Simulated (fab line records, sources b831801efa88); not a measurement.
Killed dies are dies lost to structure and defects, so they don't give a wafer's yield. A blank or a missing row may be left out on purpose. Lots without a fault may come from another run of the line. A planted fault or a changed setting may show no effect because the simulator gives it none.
fab line records | flow gf180mcu
record lots=14 wafers=42 last_day=33
route steps=602 shown STI@18 NWELL@137 CONTACT@313 M1@316
lots that met no fault: from a run of the same line without faults
start_h: hours from the record's first day to the start of the lot's first wafer shown | wait_h: hours since the lot's step before | " the same as in the row above | L1.1+2: a row that stands for several wafers | - no value, or no start given | * or withheld: withheld | < > ~ a bound
route shown NAME@n: a module of which the file shows steps, and the number in the route of the first | usual: mean/standard deviation of fault-free wafers | same: alike in all rows | chamber/n: place in a boat | sites: the reading at each site | _std_site: their standard deviation | _edge_site: outer sites' mean less inner sites' | radius_mm: how far each site lies from the wafer's centre | mask NAME#n: copy n | behind: the tool/chamber that last shaped the wafer | hold: why the lot was held/for how many hours/how that ended | device: the transistor (n, p or np) that didn't switch | end of line: the same wafers' tests at the end of the route | a step without rows: its recipe alone | killed: dies lost to structure and defects at the first sort, not the wafer's yield | map: a wafer's dies, x killed, . not, _ none there
set.NAME: the setting as run; set.NAME@STEP: as run at that earlier step | model.NAME: the simulator's own value behind a step, which no gauge read
steps of the route over a sample of lots; a table a step, a row a wafer
services: from which hour (start_h, from the record's first day; less than 0 if before it) a tool's chamber was out of use, for how many hours, and why
## steps
# step GF_STI_WET_ETCH_17
# recipe chemistry=H3PO4 target_depth_nm=45 temp_c=160 target=Si3N4 time_s=514
# usual bath_heat_duty_pct=25/3.7 run_length_s=542/3.8
# columns lot.wafer tool chamber start_h wait_h bath_heat_duty_pct run_length_s
L962.2 wet_bench-01 1 26.48 0.0 26 541
L962.3 " 1 " " 27 541
L962.5 " 1 " " 26 541
L963.3 wet_bench-03 3 31.78 0.0 28 540
L963.5 " 3 " " 28 540
L963.6 " 3 " " 30 540
L964.1 wet_bench-02 0 35.44 0.0 29 539
L964.4 " 0 " " 28 539
L964.5 " 0 " " 27 539
L966.1 wet_bench-01 0 46.38 0.0 27 548
L966.4 " 0 " " 27 548
L966.5 " 0 " " 27 548
L967.2 wet_bench-03 2 50.62 0.0 27 538
L967.3 " 2 " " 29 538
L967.5 " 2 " " 30 538
L968.1 wet_bench-03 3 56.28 0.0 30 548
L968.2 " 3 " " 31 548
L968.4 " 3 " " 29 548
L969.1 wet_bench-01 3 61.99 0.0 29 539
L969.3 " 3 " " 28 539
L969.5 " 3 " " 30 539
L970.1 wet_bench-03 2 67.08 0.0 26 98
L970.2 " 2 " " 29 98
L970.3 " 2 " " 28 98
L972.1 wet_bench-03 0 78.23 0.0 19 99
L972.2 " 0 " " 18 99
L972.4 " 0 " " 19 99
L975.2 wet_bench-02 1 93.63 0.0 27 539
L975.5 " 1 " " 26 539
L975.6 " 1 " " 22 539
L979.1 wet_bench-02 1 112.98 0.0 27 539
L979.2 " 1 " " 26 539
L979.5 " 1 " " 26 539
L980.3 wet_bench-02 2 118.22 0.0 20 540
L980.4 " 2 " " 22 540
L980.6 " 2 " " 19 540
L981.1 wet_bench-02 3 125.78 0.0 25 547
L981.4 " 3 " " 24 547
L981.5 " 3 " " 23 547
L982.1 wet_bench-02 1 129.07 0.0 26 547
L982.3 " 1 " " 25 547
L982.6 " 1 " " 25 547
# step GF_VT_IMPLANT_RS_MEAS_47
# recipe thk_meas_gauge=four-point-probe
# usual NWELL_RS=490.3/1.6
# columns lot.wafer tool chamber start_h wait_h NWELL_RS[ohm/sq]
L962.2 film_metro-01 - 157.73 0.1 491.5
L962.3 " - " " 490.5
L962.5 " - " " 491.0
L963.3 film_metro-01 - 164.30 0.1 487.3
L963.5 " - " " 486.5
L963.6 " - " " 487.8
L964.1 film_metro-02 - 167.41 0.1 492.2
L964.4 " - " " 493.4
L964.5 " - " " 493.0
L966.1 film_metro-02 - 183.61 0.1 488.6
L966.4 " - " " 489.4
L966.5 " - " " 490.1
L967.2 film_metro-04 - 190.68 0.1 491.2
L967.3 " - " " 492.1
L967.5 " - " " 492.0
L968.1 film_metro-04 - 195.60 0.1 489.4
L968.2 " - " " 491.5
L968.4 " - " " 490.7
L969.1 film_metro-04 - 203.51 0.1 490.3
L969.3 " - " " 490.6
L969.5 " - " " 490.3
L970.1 film_metro-04 - 210.01 0.1 492.8
L970.2 " - " " 490.9
L970.3 " - " " 492.2
L972.1 film_metro-04 - 223.90 0.1 488.5
L972.2 " - " " 488.9
L972.4 " - " " 488.9
L975.2 film_metro-01 - 246.92 0.1 489.7
L975.5 " - " " 489.2
L975.6 " - " " 488.0
L979.1 film_metro-02 - 271.01 0.1 490.9
L979.2 " - " " 493.1
L979.5 " - " " 492.1
L980.3 film_metro-01 - 276.50 0.1 490.3
L980.4 " - " " 489.9
L980.6 " - " " 491.4
L981.1 film_metro-02 - 287.60 0.1 492.1
L981.4 " - " " 491.1
L981.5 " - " " 490.6
L982.1 film_metro-04 - 291.01 0.1 488.0
L982.3 " - " " 487.9
L982.6 " - " " 488.2
# step GF_CONTACT_THK_MEAS_26
# recipe thk_meas_gauge=xrf reads=W_of_CONTACT_CVD_24
# usual CONTACT_W_THK=292/3.2
# columns lot.wafer tool chamber start_h wait_h CONTACT_W_THK[nm]
L962.2 film_metro-04 - 362.14 0.1 295
L962.3 " - " " 293
L962.5 " - " " 289
L963.3 film_metro-01 - 370.20 0.1 288
L963.5 " - " " 292
L963.6 " - " " 290
L964.1 film_metro-01 - 377.58 0.1 286
L964.4 " - " " 294
L964.5 " - " " 293
L966.1 film_metro-01 - 393.73 0.1 294
L966.4 " - " " 291
L966.5 " - " " 288
L967.2 film_metro-01 - 407.99 0.1 291
L967.3 " - " " 291
L967.5 " - " " 294
L968.1 film_metro-04 - 418.18 0.1 292
L968.2 " - " " 295
L968.4 " - " " 292
L969.1 film_metro-04 - 422.64 0.1 286
L969.3 " - " " 290
L969.5 " - " " 288
L970.1 film_metro-01 - 434.58 0.1 298
L970.2 " - " " 294
L970.3 " - " " 294
L972.1 film_metro-04 - 453.33 0.1 302
L972.2 " - " " 297
L972.4 " - " " 297
L975.2 film_metro-04 - 482.73 0.1 289
L975.5 " - " " 291
L975.6 " - " " 289
L979.1 film_metro-01 - 510.96 0.1 292
L979.2 " - " " 287
L979.5 " - " " 291
L980.3 film_metro-02 - 522.74 0.1 292
L980.4 " - " " 293
L980.6 " - " " 294
L981.1 film_metro-01 - 529.52 0.1 288
L981.4 " - " " 291
L981.5 " - " " 289
L982.1 film_metro-04 - 532.62 0.1 292
L982.3 " - " " 291
L982.6 " - " " 296
# step GF_M1_SPUTTER_01
# recipe material=TiN target_thk_nm=30 power_w=6500 time_s=25.93 chamber_pressure_pa=0.4
# usual throttle_valve_pct=30.1/0.86
# columns lot.wafer tool chamber start_h wait_h throttle_valve_pct
L962.2 pvd_sputter-03 - 362.59 0.1 30.7
L962.3 " - " " 30.2
L962.5 " - " " 29.3
L963.3 pvd_sputter-04 - 370.64 0.1 30.9
L963.5 " - " " 31.4
L963.6 " - " " 30.5
L964.1 pvd_sputter-03 - 378.04 0.1 30.3
L964.4 " - " " 30.6
L964.5 " - " " 30.4
L966.1 pvd_sputter-04 - 394.19 0.1 31.3
L966.4 " - " " 29.9
L966.5 " - " " 31.2
L967.2 pvd_sputter-02 - 409.39 0.1 29.3
L967.3 " - " " 28.9
L967.5 " - " " 29.2
L968.1 pvd_sputter-02 - 418.64 0.1 28.6
L968.2 " - " " 29.4
L968.4 " - " " 29.0
L969.1 pvd_sputter-03 - 423.10 0.1 30.2
L969.3 " - " " 30.7
L969.5 " - " " 29.0
L970.1 pvd_sputter-03 - 435.27 0.1 30.7
L970.2 " - " " 31.0
L970.3 " - " " 30.3
L972.1 pvd_sputter-04 - 453.94 0.1 31.0
L972.2 " - " " 30.4
L972.4 " - " " 29.8
L975.2 pvd_sputter-02 - 483.18 0.1 29.2
L975.5 " - " " 29.2
L975.6 " - " " 28.8
L979.1 pvd_sputter-02 - 511.42 0.1 31.3
L979.2 " - " " 28.2
L979.5 " - " " 29.0
L980.3 pvd_sputter-03 - 523.18 0.1 30.5
L980.4 " - " " 29.3
L980.6 " - " " 30.4
L981.1 pvd_sputter-04 - 529.98 0.1 30.8
L981.4 " - " " 30.5
L981.5 " - " " 30.2
L982.1 pvd_sputter-04 - 533.08 0.1 30.2
L982.3 " - " " 30.7
L982.6 " - " " 30.7
## services
# columns tool chamber start_h hours kind
pvd_sputter-04 - 9.05 5.5 repair
pvd_sputter-02 - 43.69 3.1 repair
pvd_sputter-04 - 44.93 2.5 repair
pvd_sputter-04 - 63.89 1.9 repair
pvd_sputter-04 - 127.08 0.8 repair
pvd_sputter-04 - 221.42 1.3 repair
pvd_sputter-04 - 240.42 20.9 repair
pvd_sputter-03 - 264.39 2.2 repair
pvd_sputter-02 - 343.19 14.8 repair
wet_bench-02 - 431.15 2.1 repair
wet_bench-03 - 460.49 3.8 repair
pvd_sputter-03 - 477.96 8.6 repair
pvd_sputter-04 - 483.58 2.1 repair
pvd_sputter-03 - 489.53 4.8 repair
wet_bench-03 - 502.91 1.9 repair
## key
first_sign step=GF_STI_WET_ETCH_17 reading=run_length_s direction=down sigmas=99+ usual=* struck=*
effect none on later readings
met_at GF_STI_WET_ETCH_17
struck_lots L970,L972
sort_left_out L970.1,L970.2,L970.3,L972.1,L972.2,L972.4
tester_left_out L970,L972
not_acting_at GF_VT_IMPLANT_RS_MEAS_47,GF_CONTACT_THK_MEAS_26,GF_M1_SPUTTER_01
onset_between 56.28 67.08
fault kind=process_parameter_drift tool=wet_bench-03 chamber=- onset_h=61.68 steps=GF_STI_WET_ETCH_17 channel=time_s offset=* shape=step end_h=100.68 acts_in=* stated=*
# tester_left_out: of these lots the tester's yield and bins aren't shown, on N5 and GAA mostly nor the transistor test; their killed dies are dies lost to structure and defects alone, not to doping, threshold or leakage, so they don't give the yield
# sort_left_out: the simulated sort isn't trusted on such a fault, so these wafers' sort isn't shown, and their yield isn't known
